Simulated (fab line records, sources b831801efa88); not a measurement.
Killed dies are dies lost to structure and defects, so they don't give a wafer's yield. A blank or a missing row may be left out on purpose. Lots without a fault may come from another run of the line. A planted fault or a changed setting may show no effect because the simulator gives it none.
Which tool did it? | flow sky130 | 12 lots, 36 wafers sampled, at 5 steps of a route of 708

WHAT THE GAUGES READ, wafer by wafer
SKY_FIELD_ISO_BOW_MEAS_00.
lot  | measured    | on            | INCOMING_BOW (um)
L909 | day 1 15:01 | film_metro-01 | -3 -1 -2
L912 | day 2 06:00 | film_metro-03 | -4 1 1
L913 | day 2 11:01 | film_metro-01 | 6 3 5
L915 | day 2 21:00 | film_metro-04 | 11 -1 -3
L916 | day 3 02:01 | film_metro-03 | 2 4 -2
L917 | day 3 07:00 | film_metro-01 | -8 -5 -5
L918 | day 3 12:00 | film_metro-04 | -5 3 2
L919 | day 3 17:00 | film_metro-04 | 1 -4 -9
L920 | day 3 22:00 | film_metro-03 | -14 5 2
L921 | day 4 03:00 | film_metro-04 | 10 10 12
L926 | day 5 04:01 | film_metro-04 | 1 8 -1
L927 | day 5 09:00 | film_metro-04 | -6 -12 -3

SKY_NWELL_TW_MEAS_26.
lot  | measured     | on            | NWELL_2_TW
L909 | day 5 18:14  | film_metro-03 | 505 505 501
L912 | day 6 07:35  | film_metro-03 | 504 505 505
L913 | day 6 15:03  | film_metro-03 | 503 502 504
L915 | day 7 02:26  | film_metro-01 | 500 496 495
L916 | day 7 07:57  | film_metro-02 | 500 500 502
L917 | day 7 14:31  | film_metro-02 | 499 498 502
L918 | day 7 18:40  | film_metro-02 | 499 498 499
L919 | day 8 00:44  | film_metro-01 | 497 495 497
L920 | day 8 07:56  | film_metro-01 | 495 494 496
L921 | day 8 16:31  | film_metro-03 | 503 505 501
L926 | day 9 20:12  | film_metro-01 | 878 875 880
L927 | day 10 00:26 | film_metro-01 | 879 882 875

SKY_VT_ADJUST_NCORE_TW_MEAS_11.
lot  | measured     | on            | VT_ADJUST_NCORE_TW
L909 | day 9 03:19  | film_metro-01 | 219.1 219.2 219.2
L912 | day 9 17:57  | film_metro-01 | 219.4 219.8 219.6
L913 | day 10 02:46 | film_metro-01 | 219.2 218.0 219.2
L915 | day 10 14:18 | film_metro-01 | 219.2 219.0 218.8
L916 | day 10 18:58 | film_metro-01 | 219.6 218.5 219.2
L917 | day 11 04:39 | film_metro-01 | 219.7 219.5 220.2
L918 | day 11 08:03 | film_metro-01 | 219.5 220.1 219.7
L919 | day 11 16:09 | film_metro-03 | 223.7 222.8 223.6
L920 | day 12 01:51 | film_metro-04 | 220.2 221.9 221.2
L921 | day 12 10:45 | film_metro-04 | 222.0 221.4 220.5
L926 | day 13 17:07 | film_metro-04 | 219.2 219.4 220.3
L927 | day 13 23:18 | film_metro-01 | 216.9 217.7 219.9

WHICH TOOL RAN EACH LOT (tool, then ch and the chambers of the sampled wafers, then the start)
lot  | SKY_NWELL_IMPLANT_24            | SKY_NWELL_STRIP_25
L909 | implanter-03 ch 0, day 5 17:59  | plasma_asher-03 ch 0,1, day 5 18:07
L912 | implanter-04 ch 0, day 6 07:20  | plasma_asher-01 ch 0,1, day 6 07:29
L913 | implanter-03 ch 0, day 6 14:49  | plasma_asher-04 ch 0,1, day 6 14:56
L915 | implanter-03 ch 0, day 7 02:11  | plasma_asher-03 ch 0,1, day 7 02:20
L916 | implanter-02 ch 0, day 7 07:43  | plasma_asher-01 ch 0,1, day 7 07:50
L917 | implanter-04 ch 0, day 7 14:16  | plasma_asher-01 ch 0,1, day 7 14:25
L918 | implanter-03 ch 0, day 7 18:25  | plasma_asher-03 ch 0,1, day 7 18:34
L919 | implanter-02 ch 0, day 8 00:29  | plasma_asher-04 ch 1, day 8 00:38
L920 | implanter-03 ch 0, day 8 07:41  | plasma_asher-03 ch 0,1, day 8 07:50
L921 | implanter-02 ch 0, day 8 16:16  | plasma_asher-03 ch 0,1, day 8 16:25
L926 | implanter-03 ch 0, day 9 19:58  | plasma_asher-04 ch 0,1, day 9 20:05
L927 | implanter-03 ch 0, day 10 00:11 | plasma_asher-03 ch 0,1, day 10 00:20
- SKY_NWELL_IMPLANT_24
- SKY_NWELL_STRIP_25: strips in O2/N2.

WHAT THE TOOLS THEMSELVES READ (means of the sampled wafers that have a number; where no wafer has one, the mark that the record gives instead)
SKY_NWELL_IMPLANT_24.
lot  | tool         | dose_ions_cm2 | faraday_current_uA
L909 | implanter-03 | 9.184e+12     | 52.3
L912 | implanter-04 | 9.209e+12     | 51.9
L913 | implanter-03 | 9.192e+12     | 51.7
L915 | implanter-03 | 9.199e+12     | 51.8
L916 | implanter-02 | 9.210e+12     | 51.4
L917 | implanter-04 | 9.196e+12     | 52.8
L918 | implanter-03 | 9.194e+12     | 51.4
L919 | implanter-02 | 9.195e+12     | 52.4
L920 | implanter-03 | 9.211e+12     | 51.4
L921 | implanter-02 | 9.205e+12     | 51.0
L926 | implanter-03 | 5.575e+13     | 312.9
L927 | implanter-03 | 5.577e+13     | 323.8

SKY_NWELL_STRIP_25.
lot  | tool            | drypump_motor_current_A (A) | oes_product_au (a.u.) | strip_time_to_endpoint_s (s)
L909 | plasma_asher-03 | 5.3                         | 0.723                 | 36.89
L912 | plasma_asher-01 | 6.0                         | 0.722                 | 36.88
L913 | plasma_asher-04 | 5.8                         | 0.718                 | 37.05
L915 | plasma_asher-03 | 5.2                         | 0.721                 | 36.82
L916 | plasma_asher-01 | 6.0                         | 0.722                 | 37.05
L917 | plasma_asher-01 | 6.0                         | 0.726                 | 36.96
L918 | plasma_asher-03 | 5.3                         | 0.722                 | 36.95
L919 | plasma_asher-04 | 5.8                         | 0.727                 | 36.91
L920 | plasma_asher-03 | 5.3                         | 0.722                 | 36.74
L921 | plasma_asher-03 | 5.3                         | 0.723                 | 37.00
L926 | plasma_asher-04 | 5.8                         | 0.728                 | 36.91
L927 | plasma_asher-03 | 5.2                         | 0.721                 | 36.91

THE ANSWER, worked out from the rows above alone
Rule: what is usual is taken from the lots themselves. Put in order of their means at a reading, lots are off if they are a third of the lots or fewer, leave a main group of 4 or more, and stand apart from it by a gap of 3 or more times the standard deviation of the main group's means; of several such gaps the widest counts. A main group whose means are all the same, to the digits that the tables above print for the reading, isn't used. A lot without any number at a reading at which 4 lots or more have one is off too. The other lots that the step has rows for count as sound. The gauges are gone through in route order, then the tools' own readings, and for those a lot's mean is taken as printed above. The first step at which some lot is off is used, and at that step the reading that is off furthest; a lot without a number counts as furthest.
Off: L926, L927, at SKY_NWELL_TW_MEAS_26 (NWELL_2_TW). The main group: mean 500, standard deviation 3.2.
A tool fits if, at a process step before that reading, it ran every lot that is off, and no sound lot after the first of them. The gauges at SKY_NWELL_TW_MEAS_26 aren't tried: what is off there is off at SKY_NWELL_IMPLANT_24 too, on other tools, and a gauge's error can't cause that. One fits: implanter-03 at SKY_NWELL_IMPLANT_24. Its last sound lot is L920 (day 8 07:41), its first lot that is off L926 (day 9 19:58): a fault that began between those two fits.
The tool's own readings at SKY_NWELL_IMPLANT_24 bear it out: on the lots that are off they differ by more than 5 times the standard deviation of the sound lots' means. dose_ions_cm2 reads 5.576e+13 there against 9.200e+12 on the sound lots; faraday_current_uA reads 318.4 there against 51.8 on the sound lots.

WHAT THE SIMULATOR HAD PUT IN
Process parameter drift: implanter-03, from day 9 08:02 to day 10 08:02, at SKY_NWELL_IMPLANT_24. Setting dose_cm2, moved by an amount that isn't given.
Lots struck among those shown: L926, L927. The rule above found the same.
